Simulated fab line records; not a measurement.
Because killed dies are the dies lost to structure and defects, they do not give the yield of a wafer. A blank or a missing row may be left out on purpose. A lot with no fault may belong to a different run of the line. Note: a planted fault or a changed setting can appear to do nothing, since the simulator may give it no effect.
fab line records	flow sky130
record: lots: 12	wafers: 36	lastDay: 50
route steps=708 shown METAL2@500 VIA2@531 METAL3@532 PAD_OPEN@708
lots untouched by any fault: they come from a run of this same line in which no faults occurred
startH: hours from the record's first day to the start of the lot's first wafer shown	waitH: how many hours have passed since the lot's step before this one	" same as the row above	L1.1+2: a single row standing in for several wafers	- no value, or no start given	* or withheld: withheld	< > ~ a bound
route shown NAME@n: NAME is a module with steps in the file, n the number in the route of the first one	usual: mean and standard deviation over wafers with no fault	same: alike in all rows	chamber/n: place in a boat	sites: the reading at each site	_std_site: the standard deviation of these	_edge_site: inner sites' mean taken away from outer sites' mean	radiusMm: for every site, how far away it sits from the centre of the wafer	mask NAME#n: copy n	behind: the most recent tool/chamber to have shaped the wafer	hold: why the lot went on hold/how many hours it stayed there/how the hold came to an end	device: which transistor (n, p or np) failed to switch	end of line: the same wafers' tests at the end of the route	a step without rows: its recipe alone	killed: dies that structure and defects cost at the first sort, which is not the same as the wafer's yield	map: the dies of a wafer, with x for killed, . for not killed, _ for no die there
set.NAME: the setting that was run; set.NAME@STEP: the one run at that earlier step	model.NAME: the simulator's own value behind a step, which no gauge read
steps of the route over a sample of lots; a table a step, a row a wafer
services: the hour from which a tool's chamber was out of use, counted from the record's first day as startH (under 0 if before that day), plus the number of hours and why
== steps ==
step: SKY_METAL2_DESCUM_17
recipe: chemistry: O2	sourcePowerW: 150	biasPowerW: 0	pressureMtorr: 10	tempC: 40	timeS: 8
usual: chamberPressureMTorr: 10.000/0.0086	drypumpMotorCurrentA: 5.7/0.4	oesProductAu: 1.000/0.01
lot.wafer	tool	chamber	startH	waitH	chamberPressureMTorr	drypumpMotorCurrentA	oesProductAu	rfHoursCounterH
L613.2	rieMetal-01	0	820.16	0.0	10.002	5.8	1.006	11
L613.5	"	0	"	"	9.996	5.8	0.997	-
L613.6	"	1	"	"	9.997	5.5	1.012	-
L615.2	rieMetal-04	0	840.55	0.0	9.999	6.5	1.013	15
L615.3	"	1	"	"	9.996	5.3	1.017	-
L615.5	"	1	"	"	9.989	5.3	1.018	-
L616.2	rieMetal-04	0	845.86	0.0	10.005	6.5	0.997	15
L616.3	"	0	"	"	10.012	6.5	1.007	-
L616.4	"	1	"	"	9.990	5.3	1.007	-
L624.1	rieMetal-02	1	903.61	0.0	10.000	5.7	0.997	14
L624.3	"	1	"	"	9.998	5.7	1.006	-
L624.4	"	0	"	"	9.976	5.8	0.983	-
L625.3	rieMetal-02	0	919.38	0.0	9.995	5.8	0.990	-
L625.5	"	0	"	"	10.003	5.8	0.985	-
L625.6	"	0	"	"	9.989	5.8	0.987	-
L627.1	rieMetal-04	0	934.61	0.0	9.993	6.5	1.000	20
L627.3	"	0	"	"	10.002	6.5	0.988	-
L627.4	"	1	"	"	10.008	5.3	0.999	-
L628.2	rieMetal-01	0	942.06	0.0	9.995	5.8	0.997	17
L628.3	"	1	"	"	10.000	5.5	0.980	-
L628.4	"	0	"	"	9.987	5.8	0.995	-
L629.1	rieMetal-04	1	946.11	0.0	9.988	5.3	1.019	15
L629.4	"	1	"	"	10.008	5.3	1.011	-
L629.6	"	1	"	"	9.987	5.3	1.009	-
L631.1	rieMetal-01	1	954.96	0.0	9.991	5.5	1.000	15
L631.3	"	0	"	"	10.000	5.8	0.998	-
L631.5	"	1	"	"	10.020	5.5	0.994	-
L632.3	rieMetal-04	0	966.47	0.0	10.012	6.4	0.980	-
L632.4	"	1	"	"	9.990	5.3	1.017	-
L632.6	"	0	"	"	9.989	6.5	0.993	-
L633.1	rieMetal-01	1	972.11	0.0	10.011	5.5	1.003	16
L633.5	"	1	"	"	10.002	5.5	0.998	-
L633.6	"	0	"	"	10.004	5.8	1.004	-
L635.1	rieMetal-01	1	980.91	0.0	9.988	5.6	0.998	16
L635.2	"	0	"	"	9.990	5.8	1.000	19
L635.5	"	1	"	"	9.991	5.5	0.988	-
step: SKY_VIA2_CMP_24
recipe: stopOn: SiO2	tOverpolishS: 20	downForcePsi: 3.5	platenRpm: 60	targetThkNm: 0	padVelocityMS: 0.94248
usual: headPressurePsi: 3.501/0.0077	motorCurrentA: 12.1/1.2	overpolishRunS: 20.000/0.0087	timeToEndpointS: 104/3.8
lot.wafer	tool	chamber	startH	waitH	headPressurePsi	motorCurrentA	overpolishRunS	timeToEndpointS
L613.2	cmp-01	2	848.73	0.0	3.514	13.3	20.008	105
L613.5	"	2	"	"	3.508	12.4	19.987	109
L613.6	"	3	"	"	3.498	10.4	20.001	111
L615.2	cmp-02	3	868.67	0.0	3.504	13.2	19.992	99
L615.3	"	1	"	"	3.495	12.7	20.006	102
L615.5	"	3	"	"	3.513	13.5	19.997	100
L616.2	cmp-02	0	874.55	0.0	3.494	13.2	19.998	109
L616.4	"	1	"	"	3.507	12.4	20.005	103
L616.3	"	3	"	"	3.511	13.8	19.994	110
L624.1	cmp-02	3	931.40	0.1	3.507	13.1	20.005	55
L624.3	"	0	"	"	3.501	13.2	20.013	58
L624.4	"	2	"	"	3.512	13.3	19.995	55
L625.3	cmp-02	3	947.30	0.1	3.502	13.6	19.991	58
L625.5	"	2	"	"	3.499	12.4	20.004	58
L625.6	"	3	"	"	3.502	13.2	20.006	58
L627.3	cmp-01	1	961.48	0.1	3.497	10.8	20.025	102
L627.4	"	2	"	"	3.509	13.0	20.005	108
L627.1	"	3	"	"	3.518	9.9	20.021	106
L628.3	cmp-01	1	968.65	0.0	3.491	11.0	20.008	100
L628.2	"	2	"	"	3.517	13.2	19.988	104
L628.4	"	0	"	"	3.500	11.5	20.013	100
L629.1	cmp-01	2	973.53	0.1	3.492	12.8	20.012	103
L629.4	"	3	"	"	3.493	10.0	19.999	102
L629.6	"	2	"	"	3.494	13.2	19.996	103
L631.3	cmp-01	2	981.68	0.1	3.505	12.9	19.992	107
L631.1	"	3	"	"	3.504	10.4	20.001	100
L631.5	"	1	"	"	3.502	11.6	20.001	101
L632.4	cmp-01	1	992.85	0.0	3.486	10.4	20.016	98
L632.3	"	3	"	"	3.507	10.6	20.006	101
L632.6	"	1	"	"	3.491	11.2	19.991	100
L633.1	cmp-01	2	998.17	0.1	3.502	12.9	20.006	104
L633.6	"	1	"	"	3.489	11.3	19.991	100
L633.5	"	2	"	"	3.498	11.9	19.998	97
L635.1	cmp-01	2	1007.14	0.1	3.486	12.9	19.975	103
L635.2	"	3	"	"	3.509	10.4	19.998	99
L635.5	"	0	"	"	3.488	10.8	20.003	99
step: SKY_METAL3_SPUTTER_00
recipe: material: Ti	targetThkNm: 15	powerW: 3000	timeS: 10	chamberPressurePa: 0.4
usual: throttleValvePct: 29.6/1
lot.wafer	tool	chamber	startH	waitH	throttleValvePct
L613.2	pvdSputter-01	-	849.03	0.2	29.7
L613.5	"	-	"	"	29.7
L613.6	"	-	"	"	30.0
L615.2	pvdSputter-02	-	868.97	0.2	27.6
L615.3	"	-	"	"	30.6
L615.5	"	-	"	"	28.6
L616.2	pvdSputter-01	-	874.85	0.2	30.0
L616.3	"	-	"	"	29.5
L616.4	"	-	"	"	29.8
L624.1	pvdSputter-03	-	931.70	0.2	30.1
L624.3	"	-	"	"	30.4
L624.4	"	-	"	"	30.3
L625.3	pvdSputter-03	-	947.55	0.2	30.1
L625.5	"	-	"	"	30.6
L625.6	"	-	"	"	30.5
L627.1	pvdSputter-02	-	961.73	0.1	30.4
L627.3	"	-	"	"	30.4
L627.4	"	-	"	"	27.4
L628.2	pvdSputter-02	-	968.95	0.2	30.4
L628.3	"	-	"	"	27.5
L628.4	"	-	"	"	30.5
L629.1	pvdSputter-02	-	973.83	0.2	27.7
L629.4	"	-	"	"	28.3
L629.6	"	-	"	"	30.0
L631.1	pvdSputter-03	-	981.88	0.1	30.5
L631.3	"	-	"	"	30.7
L631.5	"	-	"	"	30.4
L632.3	pvdSputter-03	-	993.15	0.1	30.1
L632.4	"	-	"	"	30.4
L632.6	"	-	"	"	30.6
L633.1	pvdSputter-03	-	998.42	0.2	30.3
L633.5	"	-	"	"	30.4
L633.6	"	-	"	"	30.6
L635.1	pvdSputter-02	-	1007.34	0.1	30.4
L635.2	"	-	"	"	30.6
L635.5	"	-	"	"	30.4
step: SKY_METAL3_SPUTTER_01
recipe: material: TiN	targetThkNm: 20	powerW: 6500	timeS: 16.7	chamberPressurePa: 0.4
usual: throttleValvePct: 29.7/0.99
lot.wafer	tool	chamber	startH	waitH	throttleValvePct
L613.2	pvdSputter-01	-	849.05	0.0	29.8
L613.5	"	-	"	"	29.8
L613.6	"	-	"	"	29.7
L615.2	pvdSputter-02	-	868.99	0.0	28.0
L615.3	"	-	"	"	30.3
L615.5	"	-	"	"	28.3
L616.2	pvdSputter-01	-	874.87	0.0	30.5
L616.3	"	-	"	"	29.6
L616.4	"	-	"	"	29.7
L624.1	pvdSputter-03	-	931.72	0.0	30.4
L624.3	"	-	"	"	30.6
L624.4	"	-	"	"	30.4
L625.3	pvdSputter-03	-	947.57	0.0	30.5
L625.5	"	-	"	"	30.6
L625.6	"	-	"	"	30.3
L627.1	pvdSputter-02	-	961.75	0.0	30.5
L627.3	"	-	"	"	30.5
L627.4	"	-	"	"	27.8
L628.2	pvdSputter-02	-	968.98	0.0	30.5
L628.3	"	-	"	"	27.7
L628.4	"	-	"	"	30.5
L629.1	pvdSputter-02	-	973.85	0.0	27.5
L629.4	"	-	"	"	28.3
L629.6	"	-	"	"	30.2
L631.1	pvdSputter-03	-	981.91	0.0	30.5
L631.3	"	-	"	"	30.6
L631.5	"	-	"	"	30.6
L632.3	pvdSputter-03	-	993.18	0.0	30.2
L632.4	"	-	"	"	30.6
L632.6	"	-	"	"	30.5
L633.1	pvdSputter-03	-	998.44	0.0	29.9
L633.5	"	-	"	"	30.8
L633.6	"	-	"	"	30.4
L635.1	pvdSputter-02	-	1007.36	0.0	30.4
L635.2	"	-	"	"	30.2
L635.5	"	-	"	"	30.5
step: SKY_PAD_OPEN_PROBE_99
usual: defectLimitedYield: 82.5/1.9	killed_at_M0_to_M3: 43/7.6	killed_at_M4_up: 2.9/1.7	killedAtContacts: 24/5.5	killedAtFrontEnd: 15/4.2	killedAtOther: 0.3/0.52	killedDies: 86/9.4	killedOpen: 47/7	killedShort: 39/6.4	sort_bin_3_pad_short: 0.9/0.4	sort_bin_5_function: 10.3/1.6	sort_bin_6_memory: 6.2/1.1	sortNPass: 406/9.4	sortYieldPct: 82.5/1.9
same: grossDies: 492	killedAtBackSide: 0	sort_bin_4_leakage[%]: 0	sort_bin_8_speed[%]: 0
lot.wafer	tool	chamber	startH	waitH	defectLimitedYield[%]	killed_at_M0_to_M3	killed_at_M4_up	killedAtContacts	killedAtFrontEnd	killedAtOther	killedDies	killedOpen	killedShort	sort_bin_3_pad_short[%]	sort_bin_5_function[%]	sort_bin_6_memory[%]	sortNPass	sortYieldPct[%]
L613.2	prober-01	-	1076.32	0.1	79.1	60	2	33	8	0	103	65	37	1.0	13.0	6.9	389	79.1
L613.5	prober-01	-	1076.47	0.2	81.5	38	3	28	22	0	91	50	41	1.6	10.0	6.9	401	81.5
L613.6	prober-01	-	1076.52	0.2	82.5	52	3	20	9	2	86	48	37	1.4	8.3	7.7	406	82.5
L615.2	prober-01	-	1091.28	0.1	83.5	45	1	26	9	0	81	52	29	0.6	11.2	4.7	411	83.5
L615.3	prober-01	-	1091.33	0.2	81.3	46	5	26	14	1	92	55	37	0.8	13.2	4.7	400	81.3
L615.5	prober-01	-	1091.43	0.2	80.7	48	2	26	18	1	95	41	54	1.0	11.0	7.3	397	80.7
L616.2	prober-02	-	1098.00	0.1	84.1	37	2	24	15	0	78	44	34	1.0	8.5	6.3	414	84.1
L616.3	prober-02	-	1098.05	0.2	82.3	55	5	13	14	0	87	44	42	1.6	10.8	5.3	405	82.3
L616.4	prober-02	-	1098.10	0.2	80.3	37	1	43	16	0	97	57	40	0.8	12.0	6.9	395	80.3
L624.1	prober-01	-	1143.60	0.1	83.1	41	4	27	11	0	83	50	33	0.4	11.2	5.3	409	83.1
L624.3	prober-01	-	1143.70	0.2	81.9	44	1	30	14	0	89	45	44	0.6	12.0	5.5	403	81.9
L624.4	prober-01	-	1143.75	0.2	83.5	32	2	28	19	0	81	55	26	0.6	9.1	6.7	411	83.5
L625.3	prober-02	-	1152.03	0.2	80.1	46	4	25	23	0	98	53	45	1.4	11.6	6.9	394	80.1
L625.5	prober-02	-	1152.13	0.2	86.2	39	0	22	7	0	68	27	40	0.6	8.5	4.7	424	86.2
L625.6	prober-02	-	1152.18	0.2	82.5	37	2	30	17	0	86	54	32	0.6	10.2	6.7	406	82.5
L627.1	prober-02	-	1163.65	0.1	82.9	51	5	18	10	0	84	46	38	0.8	11.0	5.3	408	82.9
L627.3	prober-02	-	1163.75	0.2	79.3	61	6	25	10	0	102	52	50	0.6	14.6	5.5	390	79.3
L627.4	prober-02	-	1163.80	0.2	81.7	53	4	21	11	1	90	47	43	1.4	11.8	5.1	402	81.7
L628.2	prober-01	-	1169.46	0.1	77.4	57	8	28	18	0	111	54	57	1.0	12.4	9.1	381	77.4
L628.3	prober-01	-	1169.51	0.2	82.5	39	5	27	13	2	86	49	37	0.4	11.6	5.5	406	82.5
L628.4	prober-01	-	1169.56	0.2	81.5	46	1	29	15	0	91	48	43	1.0	10.4	7.1	401	81.5
L629.1	prober-02	-	1173.18	0.1	81.9	43	4	28	14	0	89	41	48	1.6	9.3	7.1	403	81.9
L629.4	prober-02	-	1173.33	0.2	80.9	56	4	19	15	0	94	43	51	1.2	12.8	5.1	398	80.9
L629.6	prober-02	-	1173.43	0.2	82.3	24	4	38	21	0	87	49	38	0.4	11.8	5.5	405	82.3
L631.1	prober-02	-	1179.78	0.1	80.5	58	3	16	19	0	96	62	34	0.8	11.6	7.1	396	80.5
L631.3	prober-02	-	1179.88	0.2	82.3	40	1	30	15	1	87	49	38	0.4	8.1	9.1	405	82.3
L631.5	prober-02	-	1179.98	0.2	80.5	51	4	26	14	1	96	48	47	1.0	12.6	5.9	396	80.5
L632.3	prober-01	-	1185.45	0.2	79.7	45	1	31	22	1	100	59	41	1.8	9.8	8.7	392	79.7
L632.4	prober-01	-	1185.50	0.2	83.7	37	3	33	7	0	80	44	36	1.2	10.2	4.9	412	83.7
L632.6	prober-01	-	1185.60	0.2	81.5	42	4	26	19	0	91	49	40	0.8	11.8	5.9	401	81.5
L633.1	prober-02	-	1190.13	0.1	80.1	53	3	21	21	0	98	51	47	1.2	12.8	5.9	394	80.1
L633.5	prober-02	-	1190.33	0.2	85.0	39	5	16	13	1	74	44	30	1.2	8.1	5.7	418	85.0
L633.6	prober-02	-	1190.38	0.2	80.9	48	2	22	22	0	94	56	38	0.8	11.0	7.3	398	80.9
L635.1	prober-02	-	1195.88	0.1	85.8	30	3	27	10	0	70	39	31	1.0	7.1	6.1	422	85.8
L635.2	prober-02	-	1195.93	0.1	85.2	33	5	26	9	0	73	41	32	2.0	7.3	5.5	419	85.2
L635.5	prober-02	-	1196.08	0.2	85.4	39	0	17	16	0	72	43	29	1.0	7.7	5.9	420	85.4
killed by level:class
L613.2 CONTACT:geometricParticle:open=14 VIA1:geometricParticle:open=14 LI_CONTACT:geometricParticle:open=11 VIA2:geometricParticle:open=10 VIA1:geometricParticle:short=10 METAL1:geometricParticle:short=9 VIA3:geometricParticle:open=7 POLY_GATE:geometricParticle:open=4
L613.5 LI_CONTACT:geometricParticle:open=11 CONTACT:geometricParticle:open=11 POLY_GATE:geometricParticle:short=10 VIA2:geometricParticle:open=9 POLY_GATE:geometricParticle:open=6 VIA3:geometricParticle:open=6 FIELD_ISO:geometricParticle:short=5 METAL1:geometricParticle:short=5
L613.6 VIA1:geometricParticle:open=11 CONTACT:geometricParticle:open=10 VIA3:geometricParticle:open=9 METAL2:geometricParticle:short=8 VIA2:geometricParticle:open=6 FIELD_ISO:geometricParticle:short=5 CONTACT:geometricParticle:short=4 METAL1:geometricParticle:short=4
L615.2 VIA1:geometricParticle:open=13 CONTACT:geometricParticle:open=10 LI_CONTACT:geometricParticle:open=9 VIA2:geometricParticle:open=9 METAL1:geometricParticle:short=6 VIA1:geometricParticle:short=6 LOCAL_INTERCONNECT:geometricParticle:short=4 FIELD_ISO:geometricParticle:open=3
L615.3 CONTACT:geometricParticle:open=10 LI_CONTACT:geometricParticle:open=10 VIA1:geometricParticle:open=10 VIA2:geometricParticle:open=9 FIELD_ISO:geometricParticle:short=5 METAL2:geometricParticle:short=5 VIA2:geometricParticle:short=4 METAL1:geometricParticle:short=4
L615.5 CONTACT:geometricParticle:open=11 VIA1:geometricParticle:short=10 VIA1:geometricParticle:open=9 METAL1:geometricParticle:short=7 LI_CONTACT:geometricParticle:open=6 CONTACT:geometricParticle:short=5 FIELD_ISO:geometricParticle:short=4 POLY_GATE:geometricParticle:short=4
L616.2 CONTACT:geometricParticle:open=10 VIA1:geometricParticle:open=9 LI_CONTACT:geometricParticle:open=6 POLY_GATE:geometricParticle:open=5 LOCAL_INTERCONNECT:geometricParticle:short=5 METAL1:geometricParticle:short=5 METAL2:geometricParticle:short=5 FIELD_ISO:geometricParticle:open=3
L616.3 VIA1:geometricParticle:open=15 VIA3:geometricParticle:open=9 VIA1:geometricParticle:short=7 POLY_GATE:geometricParticle:short=5 CONTACT:geometricParticle:open=5 METAL2:geometricParticle:short=5 VIA2:geometricParticle:open=5 FIELD_ISO:geometricParticle:open=4
L616.4 CONTACT:geometricParticle:open=18 LOCAL_INTERCONNECT:geometricParticle:short=12 VIA1:geometricParticle:open=10 POLY_GATE:geometricParticle:open=6 LI_CONTACT:geometricParticle:open=6 VIA3:geometricParticle:open=5 VIA2:geometricParticle:open=5 METAL3:geometricParticle:short=4
L624.1 CONTACT:geometricParticle:open=10 VIA1:geometricParticle:open=10 LI_CONTACT:geometricParticle:open=9 VIA2:geometricParticle:open=7 VIA1:geometricParticle:short=5 CONTACT:geometricParticle:short=5 VIA3:geometricParticle:short=5 POLY_CUT:geometricParticle:open=4
L624.3 LI_CONTACT:geometricParticle:open=12 METAL2:geometricParticle:short=11 CONTACT:geometricParticle:short=7 CONTACT:geometricParticle:open=7 VIA1:geometricParticle:open=7 METAL1:geometricParticle:short=6 POLY_GATE:geometricParticle:open=5 VIA3:geometricParticle:open=4
L624.4 CONTACT:geometricParticle:open=16 VIA3:geometricParticle:open=11 VIA1:geometricParticle:open=6 LI_CONTACT:geometricParticle:open=6 POLY_GATE:geometricParticle:open=5 FIELD_ISO:geometricParticle:open=4 POLY_GATE:geometricParticle:short=4 CONTACT:geometricParticle:short=4
L625.3 VIA1:geometricParticle:open=12 CONTACT:geometricParticle:open=9 VIA2:geometricParticle:open=8 FIELD_ISO:geometricParticle:short=7 POLY_GATE:geometricParticle:short=7 LOCAL_INTERCONNECT:geometricParticle:short=7 FIELD_ISO:geometricParticle:open=6 LI_CONTACT:geometricParticle:open=6
L625.5 VIA3:geometricParticle:short=8 VIA1:geometricParticle:open=8 LI_CONTACT:geometricParticle:open=6 CONTACT:geometricParticle:short=5 CONTACT:geometricParticle:open=5 LOCAL_INTERCONNECT:geometricParticle:short=4 METAL2:geometricParticle:short=4 VIA2:geometricParticle:open=4
L625.6 CONTACT:geometricParticle:open=13 LI_CONTACT:geometricParticle:open=8 FIELD_ISO:geometricParticle:open=7 VIA1:geometricParticle:open=7 VIA3:geometricParticle:open=7 VIA2:geometricParticle:open=6 CONTACT:geometricParticle:short=6 METAL2:geometricParticle:short=5
L627.1 VIA1:geometricParticle:open=10 CONTACT:geometricParticle:open=8 VIA2:geometricParticle:open=7 METAL2:geometricParticle:short=6 VIA3:geometricParticle:open=6 VIA2:geometricParticle:short=5 METAL1:geometricParticle:short=5 VIA1:geometricParticle:short=5
L627.3 VIA1:geometricParticle:short=9 VIA2:geometricParticle:open=9 LI_CONTACT:geometricParticle:open=8 CONTACT:geometricParticle:open=8 VIA1:geometricParticle:open=8 CONTACT:geometricParticle:short=7 METAL1:geometricParticle:short=7 VIA3:geometricParticle:open=7
L627.4 VIA2:geometricParticle:open=11 VIA3:geometricParticle:open=7 VIA1:geometricParticle:open=7 METAL2:geometricParticle:short=6 LI_CONTACT:geometricParticle:open=6 CONTACT:geometricParticle:open=6 VIA2:geometricParticle:short=5 VIA3:geometricParticle:short=5
L628.2 METAL1:geometricParticle:short=11 CONTACT:geometricParticle:open=10 VIA1:geometricParticle:open=8 VIA3:geometricParticle:open=7 CONTACT:geometricParticle:short=6 METAL2:geometricParticle:short=6 METAL3:geometricParticle:short=6 METAL4:geometricParticle:short=5
L628.3 CONTACT:geometricParticle:open=11 VIA1:geometricParticle:open=9 LI_CONTACT:geometricParticle:open=7 METAL1:geometricParticle:short=7 VIA3:geometricParticle:open=6 CONTACT:geometricParticle:short=5 VIA2:geometricParticle:open=5 METAL4:geometricParticle:short=5
L628.4 VIA1:geometricParticle:open=12 CONTACT:geometricParticle:open=12 METAL1:geometricParticle:short=9 VIA3:geometricParticle:open=9 LOCAL_INTERCONNECT:geometricParticle:short=6 LI_CONTACT:geometricParticle:open=5 POLY_GATE:geometricParticle:short=4 METAL2:geometricParticle:short=4
L629.1 CONTACT:geometricParticle:open=9 METAL1:geometricParticle:short=8 METAL2:geometricParticle:short=8 LI_CONTACT:geometricParticle:open=7 VIA1:geometricParticle:open=7 VIA2:geometricParticle:open=6 VIA2:geometricParticle:short=5 FIELD_ISO:geometricParticle:short=4
L629.4 METAL1:geometricParticle:short=9 METAL2:geometricParticle:short=9 VIA1:geometricParticle:open=8 VIA2:geometricParticle:open=8 CONTACT:geometricParticle:open=6 VIA1:geometricParticle:short=6 CONTACT:geometricParticle:short=5 VIA3:geometricParticle:open=5
L629.6 CONTACT:geometricParticle:open=13 LI_CONTACT:geometricParticle:open=10 LI_CONTACT:geometricParticle:short=8 FIELD_ISO:geometricParticle:open=6 FIELD_ISO:geometricParticle:short=5 POLY_GATE:geometricParticle:open=4 VIA1:geometricParticle:open=4 CONTACT:geometricParticle:short=4
L631.1 VIA1:geometricParticle:open=16 VIA2:geometricParticle:open=11 FIELD_ISO:geometricParticle:short=9 CONTACT:geometricParticle:open=9 VIA3:geometricParticle:open=6 FIELD_ISO:geometricParticle:open=5 METAL2:geometricParticle:open=5 METAL2:geometricParticle:short=5
L631.3 CONTACT:geometricParticle:open=12 LI_CONTACT:geometricParticle:open=9 VIA3:geometricParticle:open=7 FIELD_ISO:geometricParticle:open=6 VIA1:geometricParticle:short=6 FIELD_ISO:geometricParticle:short=5 METAL2:geometricParticle:short=5 VIA1:geometricParticle:open=5
L631.5 VIA1:geometricParticle:open=18 CONTACT:geometricParticle:open=11 VIA1:geometricParticle:short=10 CONTACT:geometricParticle:short=7 FIELD_ISO:geometricParticle:short=6 VIA2:geometricParticle:open=6 METAL1:geometricParticle:short=5 FIELD_ISO:geometricParticle:open=4
L632.3 CONTACT:geometricParticle:open=14 VIA1:geometricParticle:open=13 LI_CONTACT:geometricParticle:open=8 POLY_GATE:geometricParticle:open=7 VIA1:geometricParticle:short=7 METAL3:geometricParticle:short=5 METAL1:geometricParticle:short=5 VIA2:geometricParticle:open=5
L632.4 VIA1:geometricParticle:open=9 CONTACT:geometricParticle:open=7 VIA2:geometricParticle:open=7 LI_CONTACT:geometricParticle:open=7 CONTACT:geometricParticle:short=7 LOCAL_INTERCONNECT:geometricParticle:short=5 VIA1:geometricParticle:short=5 LI_CONTACT:geometricParticle:short=4
L632.6 VIA1:geometricParticle:open=17 CONTACT:geometricParticle:open=9 METAL2:geometricParticle:short=7 LI_CONTACT:geometricParticle:open=5 LOCAL_INTERCONNECT:geometricParticle:short=5 VIA1:geometricParticle:short=5 POLY_GATE:geometricParticle:open=4 POLY_GATE:geometricParticle:short=4
L633.1 VIA1:geometricParticle:open=13 METAL2:geometricParticle:short=10 VIA2:geometricParticle:open=9 CONTACT:geometricParticle:open=6 LI_CONTACT:geometricParticle:open=5 VIA1:geometricParticle:short=5 POLY_GATE:geometricParticle:short=4 LOCAL_INTERCONNECT:geometricParticle:short=4
L633.5 VIA1:geometricParticle:open=8 METAL2:geometricParticle:short=7 VIA3:geometricParticle:open=6 VIA2:geometricParticle:open=6 CONTACT:geometricParticle:open=5 POLY_GATE:geometricParticle:open=4 CONTACT:geometricParticle:short=4 FIELD_ISO:geometricParticle:open=3
L633.6 VIA3:geometricParticle:open=14 CONTACT:geometricParticle:open=8 VIA1:geometricParticle:open=8 LI_CONTACT:geometricParticle:open=7 POLY_GATE:geometricParticle:open=6 VIA1:geometricParticle:short=6 FIELD_ISO:geometricParticle:open=5 FIELD_ISO:geometricParticle:short=4
L635.1 LI_CONTACT:geometricParticle:open=8 CONTACT:geometricParticle:open=8 VIA1:geometricParticle:open=7 LOCAL_INTERCONNECT:geometricParticle:short=5 CONTACT:geometricParticle:short=5 METAL1:geometricParticle:short=5 FIELD_ISO:geometricParticle:open=4 VIA2:geometricParticle:open=4
L635.2 CONTACT:geometricParticle:open=9 VIA3:geometricParticle:open=8 LOCAL_INTERCONNECT:geometricParticle:short=6 VIA1:geometricParticle:open=5 METAL1:geometricParticle:short=5 VIA2:geometricParticle:open=4 CONTACT:geometricParticle:short=3 LI_CONTACT:geometricParticle:open=3
L635.5 VIA1:geometricParticle:open=8 LI_CONTACT:geometricParticle:open=7 VIA2:geometricParticle:open=6 FIELD_ISO:geometricParticle:short=5 FIELD_ISO:geometricParticle:open=5 METAL1:geometricParticle:short=5 VIA3:geometricParticle:open=5 METAL2:geometricParticle:short=4
== services ==
tool	chamber	startH	hours	kind
cmp-02	-	818.03	0.3	repair
pvdSputter-03	-	833.20	2.4	repair
rieMetal-04	-	833.85	0.3	repair
cmp-02	-	853.09	0.6	repair
rieMetal-02	1	909.40	12.3	repair
cmp-01	-	912.61	5.7	pm
cmp-01	-	918.34	4.0	pm
cmp-01	-	922.34	-	consumableReplace:conditioner
cmp-01	-	922.34	-	consumableReplace:pad
rieMetal-04	0	934.91	-	clean
rieMetal-04	0	934.91	14.8	scheduledDown
rieMetal-04	0	934.91	14.8	ventCycle
rieMetal-02	-	935.83	11.6	repair
pvdSputter-01	-	938.20	8.3	repair
pvdSputter-02	-	948.84	3.7	repair
rieMetal-01	1	950.22	1.2	repair
rieMetal-02	-	958.62	2.8	pm
pvdSputter-02	-	977.74	13.3	repair
pvdSputter-02	-	984.20	0.8	repair
pvdSputter-01	-	989.62	0.8	repair
cmp-02	-	990.09	4.0	pm
cmp-02	-	1005.60	0.6	repair
== key ==
firstSign: step: SKY_VIA2_CMP_24	reading: timeToEndpointS	direction: down	sigmas: 12	usual: *	struck: *
effect none on later readings
metAt SKY_VIA2_CMP_24
struckLots L624,L625
notActingAt SKY_METAL2_DESCUM_17,SKY_METAL3_SPUTTER_00,SKY_METAL3_SPUTTER_01
onsetBetween 874.55 931.40
fault: kind: processParameterDrift	tool: cmp-02	chamber: -	onsetH: 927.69	steps: SKY_VIA2_CMP_24	channel: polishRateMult	offset: 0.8	shape: step	endH: 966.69
